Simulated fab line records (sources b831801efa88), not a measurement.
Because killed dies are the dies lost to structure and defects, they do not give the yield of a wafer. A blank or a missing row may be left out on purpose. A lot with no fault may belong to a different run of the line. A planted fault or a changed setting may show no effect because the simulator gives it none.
2 desks, one fault ; flow sky130 ; every desk sees just its own numbers, and what lay behind them comes last

== FROM THE METROLOGY DESK ==
Lot by lot, what the gauges showed, no matter which tool ran the lot: averages of those sampled wafers that carry a number. If a lot's mean is further than 4 standard deviations from the usual mean, the lot is out of limits and carries the mark OUT (the distance appears in the brackets).
Columns: A = INCOMING_BOW at SKY_FIELD_ISO_BOW_MEAS_00, usual 1 um; B = cdNm at SKY_FIELD_ISO_CD_MEAS_13, usual 149.6 nm; C = VT_ADJUST_HVTR_OVL at SKY_VT_ADJUST_HVTR_OVL_MEAS_08, usual 0.7 nm
lot;first seen here;A;B;C
L619;day 1 10:00;0;153.2;1.1
L621;day 1 20:01;-5;149.3;3.5
L624;day 2 11:00;5;148.9;0.1
L625;day 2 16:01;-1;151.9;-0.9
L626;day 2 21:01;5;146.5;0.3
L627;day 3 02:01;4;148.5;1.6
L628;day 3 07:04;-5;151.4;0.5
L629;day 3 12:00;-2;152.8;0.6
L631;day 3 22:02;2;148.3;0.2
L633;day 4 08:04;-2;150.4;1.2
L634;day 4 13:00;-3;149.9;1.8
L639;day 5 14:00;-1;149.3;2.7
L642;day 6 05:00;0;150.0;1.1
This desk's finding: nothing out of limits on any of the 13 lots.

== AT THE TOOL OWNER'S DESK: rieSi-01 ==
The tool's own readings at SKY_FIELD_ISO_ETCH_17 (etches Si in HBr/Cl2/O2, target depth 342 nm, time 97.7 s): means of the sampled wafers that have a number, for each lot that ran on this tool. If a lot's mean is further than 4 standard deviations from the usual mean, the lot is out of limits and carries the mark OUT (the distance appears in the brackets).
Columns: A = drypumpMotorCurrentA at SKY_FIELD_ISO_ETCH_17, usual 5.8 A; B = oesProductAu at SKY_FIELD_ISO_ETCH_17, usual 0.998 a.u.; C = rfFwdPowerW at SKY_FIELD_ISO_ETCH_17, usual 595.6 W; D = throttleValvePct at SKY_FIELD_ISO_ETCH_17, usual 25.658 %
lot;first seen here;A;B;C;D
L619;day 2 07:23;5.6;1.007;594.5;25.647
L621;day 2 15:20;5.9;1.001;594.6;25.664
L624;day 3 07:41;6.0;1.003;596.7;25.656
L626;day 3 18:08;6.0;0.998;594.8;25.658
L628;day 4 04:05;6.0;0.986;596.3;25.669
L633;day 5 04:59;5.9;1.001;596.1;25.650
L634;day 5 18:20;5.9;0.998;594.7;25.665
L642;day 7 04:01;5.9;1.042 (+5.7) OUT;596.6;25.628
Finding of this desk: L642 out of limits; the first was L642 at day 7 04:01, on oesProductAu at SKY_FIELD_ISO_ETCH_17. Within limits: L619, L621, L624, L626, L628, L633, L634.

== ALL TOGETHER ==
The tool owner's desk had the chance to raise an alarm at day 7 04:01 on L642.
Metrology desk: nothing out of limits seen.
The metrology desk holds a record of L642, inside its limits.
All the named lots went through SKY_FIELD_ISO_ETCH_17 on rieSi-01.

== WHAT THE SIMULATOR PUT IN ==
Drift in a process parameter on rieSi-01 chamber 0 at SKY_FIELD_ISO_ETCH_17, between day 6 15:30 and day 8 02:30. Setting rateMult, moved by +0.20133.
Struck lots among those shown: L642.
Each desk's first reading out of limits, in hours after the fault started: the tool owner's desk, 13.
